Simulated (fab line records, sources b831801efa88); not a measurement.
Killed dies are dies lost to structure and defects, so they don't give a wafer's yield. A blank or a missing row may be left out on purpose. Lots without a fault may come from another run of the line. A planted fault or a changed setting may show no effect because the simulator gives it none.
Which tool did it? | flow sky130 | 12 lots, 34 wafers sampled, at 5 steps of a route of 708

WHAT THE GAUGES READ, wafer by wafer
SKY_POLY_CUT_CD_MEAS_08: target cd 270 nm.
lot  | measured     | on        | cd_nm (nm)
L100 | day 24 09:29 | cd_sem-01 | 267.9 269.3 268.9
L102 | day 25 02:47 | cd_sem-02 | 273.2 273.7 271.7
L104 | day 25 11:55 | cd_sem-02 | 268.9 268.9 269.4
L105 | day 25 14:15 | cd_sem-02 | 270.9 270.0 272.8
L106 | day 26 08:05 | cd_sem-01 | 271.7 271.6 270.0
L107 | day 27 00:56 | cd_sem-02 | 271.8 270.7 271.3
L108 | day 27 01:17 | cd_sem-02 | 271.2 271.8 269.1
L110 | day 27 23:40 | cd_sem-01 | 271.6 270.5 270.9
L112 | day 28 22:03 | cd_sem-01 | 270.2 269.9 271.1
L118 | day 30 04:35 | cd_sem-01 | 272.8 271.5
L120 | day 31 04:09 | cd_sem-02 | 267.9 269.5
L121 | day 31 07:08 | cd_sem-02 | 268.1 268.9 268.3

SKY_SD_N_RS_MEAS_16: measures by four-point-probe.
lot  | measured     | on            | SD_N_RS (ohm/sq)
L100 | day 28 01:43 | film_metro-04 | 68.40 68.58 68.53
L102 | day 28 17:28 | film_metro-02 | 68.37 68.36 68.36
L104 | day 29 00:19 | film_metro-02 | 68.43 68.56 68.53
L105 | day 29 03:54 | film_metro-04 | 68.69 68.53 68.58
L106 | day 29 20:22 | film_metro-03 | 68.52 68.62 68.53
L107 | day 30 11:34 | film_metro-02 | 68.24 68.25 68.23
L108 | day 30 11:50 | film_metro-04 | 68.59 68.58 68.53
L110 | day 31 07:37 | film_metro-04 | 68.75 68.70 68.72
L112 | day 32 07:28 | film_metro-03 | 68.70 68.77 68.71
L118 | day 33 12:40 | film_metro-04 | 67.65 67.74
L120 | day 34 13:59 | film_metro-02 | 67.48 67.35
L121 | day 34 15:23 | film_metro-02 | 68.45 68.07 68.37

SKY_SD_N_RS_MEAS_17: measures by four-point-probe.
lot  | measured     | on            | SD_P_RS (ohm/sq)
L100 | day 28 01:50 | film_metro-04 | 146.8 147.1 146.8
L102 | day 28 17:35 | film_metro-02 | 146.7 146.7 147.0
L104 | day 29 00:26 | film_metro-02 | 146.5 147.0 146.5
L105 | day 29 04:01 | film_metro-04 | 146.9 146.8 146.9
L106 | day 29 20:29 | film_metro-03 | 147.2 147.2 147.3
L107 | day 30 11:41 | film_metro-02 | 146.6 145.9 145.7
L108 | day 30 11:57 | film_metro-04 | 147.5 147.1 147.6
L110 | day 31 07:44 | film_metro-04 | 147.2 147.2 147.5
L112 | day 32 07:35 | film_metro-03 | 147.4 148.4 147.8
L118 | day 33 12:47 | film_metro-04 | 142.7 142.7
L120 | day 34 14:07 | film_metro-02 | 141.7 141.2
L121 | day 34 15:30 | film_metro-02 | 146.5 146.5 146.8

SKY_CONTACT_OVL_MEAS_15.
lot  | measured     | on         | CONTACT_OVL (nm)
L100 | day 31 11:35 | overlay-01 | 2 1 -1
L102 | day 32 06:37 | overlay-01 | -12 -1 -6
L104 | day 32 10:52 | overlay-01 | 8 -2 12
L105 | day 32 14:25 | overlay-02 | 5 4 1
L106 | day 33 07:40 | overlay-01 | -2 2 1
L107 | day 33 22:02 | overlay-01 | 2 -3 0
L108 | day 33 23:26 | overlay-02 | 3 10 9
L110 | day 34 18:11 | overlay-01 | 3 -9 0
L112 | day 35 19:13 | overlay-02 | 7 -7 1
L118 | day 37 00:34 | overlay-02 | 4 4
L120 | day 38 03:31 | overlay-01 | 2 -3
L121 | day 38 05:17 | overlay-01 | 3 -1 0

WHICH TOOL RAN EACH LOT (tool, then ch and the chambers of the sampled wafers, then the start)
lot  | SKY_SD_N_RTA_14
L100 | rtp_anneal-02 ch 0, day 28 01:32
L102 | rtp_anneal-02 ch 0, day 28 17:17
L104 | rtp_anneal-02 ch 0, day 29 00:08
L105 | rtp_anneal-02 ch 0, day 29 03:43
L106 | rtp_anneal-02 ch 0, day 29 20:11
L107 | rtp_anneal-01 ch 0, day 30 11:23
L108 | rtp_anneal-02 ch 0, day 30 11:36
L110 | rtp_anneal-02 ch 0, day 31 07:26
L112 | rtp_anneal-02 ch 0, day 32 07:17
L118 | rtp_anneal-02 ch 0, day 33 12:29
L120 | rtp_anneal-02 ch 0, day 34 13:49
L121 | rtp_anneal-01 ch 0, day 34 15:11
- SKY_SD_N_RTA_14: time 2 s.

WHAT THE TOOLS THEMSELVES READ (means of the sampled wafers that have a number; where no wafer has one, the mark that the record gives instead)
SKY_SD_N_RTA_14.
lot  | tool          | lamp_power_pct (%) | wafer_temp_C_max
L100 | rtp_anneal-02 | 15.76              | 1077.0
L102 | rtp_anneal-02 | 15.72              | 1079.0
L104 | rtp_anneal-02 | 15.65              | 1077.8
L105 | rtp_anneal-02 | 15.66              | 1076.7
L106 | rtp_anneal-02 | 15.68              | 1080.0
L107 | rtp_anneal-01 | 15.75              | 1078.6
L108 | rtp_anneal-02 | 15.71              | 1078.3
L110 | rtp_anneal-02 | 15.76              | 1077.8
L112 | rtp_anneal-02 | 15.73              | 1077.9
L118 | rtp_anneal-02 | 15.83              | 1084.2
L120 | rtp_anneal-02 | 15.76              | 1084.2
L121 | rtp_anneal-01 | 15.73              | 1077.6

THE ANSWER, worked out from the rows above alone
Rule: what is usual is taken from the lots themselves. Put in order of their means at a reading, lots are off if they are a third of the lots or fewer, leave a main group of 4 or more, and stand apart from it by a gap of 3 or more times the standard deviation of the main group's means; of several such gaps the widest counts. A main group whose means are all the same, to the digits that the tables above print for the reading, isn't used. A lot without any number at a reading at which 4 lots or more have one is off too. The other lots that the step has rows for count as sound. The gauges are gone through in route order, then the tools' own readings, and for those a lot's mean is taken as printed above. The first step at which some lot is off is used, and at that step the reading that is off furthest; a lot without a number counts as furthest.
Off: L118, L120, at SKY_SD_N_RS_MEAS_16 (SD_N_RS). The main group: mean 68.51 ohm/sq, standard deviation 0.16.
A tool fits if, at a process step before that reading, it ran every lot that is off, and no sound lot after the first of them. The gauges at SKY_SD_N_RS_MEAS_16 aren't tried: what is off there is off at SKY_SD_N_RTA_14 too, on other tools, and a gauge's error can't cause that. One fits: rtp_anneal-02 at SKY_SD_N_RTA_14. Its last sound lot is L112 (day 32 07:17), its first lot that is off L118 (day 33 12:29): a fault that began between those two fits.
The tool's own readings at SKY_SD_N_RTA_14 bear it out: on the lots that are off they differ by more than 5 times the standard deviation of the sound lots' means. wafer_temp_C_max reads 1084.2 there against 1078.1 on the sound lots.

WHAT THE SIMULATOR HAD PUT IN
Process parameter drift: rtp_anneal-02, from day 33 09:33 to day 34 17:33, at SKY_SD_N_RTA_14. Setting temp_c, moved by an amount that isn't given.
Lots struck among those shown: L118, L120. The rule above found the same.
